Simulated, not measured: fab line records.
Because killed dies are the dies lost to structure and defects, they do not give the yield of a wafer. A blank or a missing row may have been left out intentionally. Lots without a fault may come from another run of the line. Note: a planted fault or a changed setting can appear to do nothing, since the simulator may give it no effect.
Which tool was responsible? -- flow sky130 -- 24 lots with 72 wafers sampled at 3 steps, on a route of 708 steps

## WHAT EACH GAUGE READ, for each wafer
SKY_CAPM_THK_MEAS_04: measures by xrf. Usual: for CAPM_TIN_THK the level is 198.9 nm and the standard deviation is 2.7.
lot,measured,on,CAPM_TIN_THK (nm),flag
L074,day 35 23:44,film-metro-04,198.3 196.5 200.2,
L075,day 36 10:08,film-metro-04,201.7 200.6 200.8,
L078,day 38 04:32,film-metro-04,203.5 199.6 205.1,
L076,day 38 05:14,film-metro-04,196.4 194.2 198.6,
L077,day 38 06:08,film-metro-04,198.9 203.1 198.3,
L080,day 38 13:50,film-metro-02,199.5 202.7 199.2,
L079,day 38 15:28,film-metro-04,195.6 194.3 197.6,
L082,day 38 21:40,film-metro-02,200.2 202.0 201.6,
L081,day 39 00:40,film-metro-01,199.1 196.3 198.3,
L084,day 39 06:04,film-metro-02,198.6 203.9 201.1,
L083,day 39 10:29,film-metro-04,197.9 197.6 192.1,
L085,day 39 15:16,film-metro-04,199.1 194.6 199.1,
L086,day 39 17:43,film-metro-01,198.3 196.3 199.9,
L087,day 40 05:46,film-metro-02,193.5 199.2 194.4,
L088,day 40 05:59,film-metro-04,200.5 202.2 199.8,
L089,day 40 16:38,film-metro-01,201.2 200.8 198.9,
L090,day 41 02:16,film-metro-02,204.1 197.8 202.4,
L091,day 41 06:01,film-metro-02,194.5 198.3 194.4,
L092,day 41 17:36,film-metro-02,201.1 202.6 200.2,
L093,day 42 01:02,film-metro-01,199.5 202.9 201.3,
L094,day 42 04:35,film-metro-02,197.4 197.8 198.9,
L095,day 42 08:16,film-metro-01,198.4 195.8 192.8,
L096,day 42 20:40,film-metro-02,198.7 199.8 199.0,
L097,day 42 22:27,film-metro-01,197.9 198.8 198.2,

SKY_VIA3_BOW_MEAS_03. Usual: for VIA3_BOW the level is 80 um and the standard deviation is 7.7.
lot,measured,on,VIA3_BOW (um),flag
L074,day 38 05:50,film-metro-02,67 67 70,
L075,day 38 17:29,film-metro-04,76 74 62,
L078,day 40 07:20,film-metro-03,77 75 90,
L076,day 40 08:15,film-metro-03,90 75 83,
L077,day 40 09:03,film-metro-02,85 73 77,
L080,day 40 16:50,film-metro-02,73 65 69,
L079,day 40 18:46,film-metro-04,89 86 87,
L082,day 41 00:35,film-metro-04,71 70 77,
L081,day 41 03:50,film-metro-03,85 76 79,
L084,day 41 08:54,film-metro-02,81 81 77,
L083,day 41 12:58,film-metro-04,79 64 65,
L085,day 41 18:59,film-metro-03,85 77 77,
L086,day 41 21:08,film-metro-03,83 87 82,
L087,day 42 07:32,film-metro-03,85 78 77,
L088,day 42 09:00,film-metro-04,85 90 86,
L089,day 42 18:46,film-metro-02,93 88 82,
L090,day 43 03:48,film-metro-02,85 74 86,
L091,day 43 06:28,film-metro-02,79 75 75,
L092,day 43 18:06,film-metro-03,93 94 82,
L093,day 44 01:55,film-metro-04,71 74 82,
L094,day 44 03:55,film-metro-03,89 92 80,
L095,day 44 07:26,film-metro-02,78 68 84,
L096,day 44 20:57,film-metro-02,89 93 100,
L097,day 44 22:43,film-metro-02,79 70 84,

## TOOL THAT RAN EACH LOT (tool first, then ch and the chambers of the sampled wafers, then the start)
lot,SKY_METAL3_DESCUM_15
L074,"rie-metal-03 ch 0,1, day 38 04:21"
L075,"rie-metal-01 ch 0,1, day 38 16:02"
L078,"rie-metal-01 ch 0,1, day 40 05:51"
L076,"rie-metal-04 ch 0,1, day 40 06:47"
L077,"rie-metal-03 ch 0,1, day 40 07:36"
L080,"rie-metal-04 ch 0,1, day 40 15:23"
L079,"rie-metal-04 ch 0,1, day 40 17:15"
L082,"rie-metal-04 ch 0,1, day 40 23:03"
L081,"rie-metal-03 ch 0,1, day 41 01:47"
L084,"rie-metal-03 ch 0,1, day 41 07:03"
L083,"rie-metal-01 ch 0,1, day 41 11:26"
L085,"rie-metal-01 ch 0,1, day 41 17:31"
L086,"rie-metal-04 ch 0,1, day 41 19:20"
L087,"rie-metal-04 ch 1, day 42 06:05"
L088,"rie-metal-03 ch 0,1, day 42 07:23"
L089,"rie-metal-01 ch 0,1, day 42 17:05"
L090,"rie-metal-04 ch 0,1, day 43 01:51"
L091,"rie-metal-03 ch 0,1, day 43 04:43"
L092,"rie-metal-03 ch 0,1, day 43 16:35"
L093,"rie-metal-01 ch 0,1, day 44 00:23"
L094,"rie-metal-01 ch 1, day 44 02:26"
L095,"rie-metal-03 ch 0,1, day 44 05:38"
L096,"rie-metal-04 ch 0,1, day 44 19:10"
L097,"rie-metal-03 ch 0,1, day 44 20:57"
- SKY_METAL3_DESCUM_15: chemistry O2, time 8 s.

## AS READ BY THE TOOLS THEMSELVES (means over the sampled wafers that have a number; for cases with no such wafer, the mark the record gives instead)
SKY_METAL3_DESCUM_15. Usual: drypump-motor-current-A 5.38 A, standard deviation 0.28; oes-product-au 1.001 a.u., standard deviation 0.013; rf-fwd-power-W 147.0 W, standard deviation 0.73.
lot,tool,drypump-motor-current-A (A),oes-product-au (a.u.),rf-fwd-power-W (W),flag
L074,rie-metal-03,5.40,0.993,146.8,
L075,rie-metal-01,5.55,1.010,147.4,
L078,rie-metal-01,5.28,0.999,146.9,
L076,rie-metal-04,5.24,1.009,146.8,
L077,rie-metal-03,5.37,0.991,146.9,
L080,rie-metal-04,5.43,1.006,146.5,
L079,rie-metal-04,5.26,1.013,147.1,
L082,rie-metal-04,5.43,0.998,146.9,
L081,rie-metal-03,5.38,1.004,147.1,
L084,rie-metal-03,5.37,0.993,147.0,
L083,rie-metal-01,5.55,1.011,147.6,
L085,rie-metal-01,5.29,0.996,146.6,
L086,rie-metal-04,5.25,1.001,146.5,
L087,rie-metal-04,5.05,1.000,146.9,
L088,rie-metal-03,5.44,1.005,147.1,
L089,rie-metal-01,5.55,1.010,147.6,
L090,rie-metal-04,5.25,0.999,147.3,
L091,rie-metal-03,5.36,1.003,146.8,
L092,rie-metal-03,5.38,0.999,147.2,
L093,rie-metal-01,5.54,1.013,148.0,
L094,rie-metal-01,5.84,1.011,148.5,
L095,rie-metal-03,5.41,1.004,146.5,
L096,rie-metal-04,5.23,1.004,146.8,
L097,rie-metal-03,5.44,0.997,147.2,

## THE ANSWER, worked out from the rows above alone
Rule: a lot is off if the mean of its wafers that have a number lies more than 3 standard deviations from the usual mean. Also off: a lot with no number at a reading for which 4 or more lots have one. Where the step has rows for the other lots, those lots are counted as sound. After the gauges, taken in route order, come the tools' own readings; for these a lot's mean is taken, as printed above. At the first step where some lot is off, the reading lying furthest off is the one used; lots without a number count as furthest.
Nothing can be told from this: no lot is off at any reading shown.

## WHAT WAS PUT IN BY THE SIMULATOR
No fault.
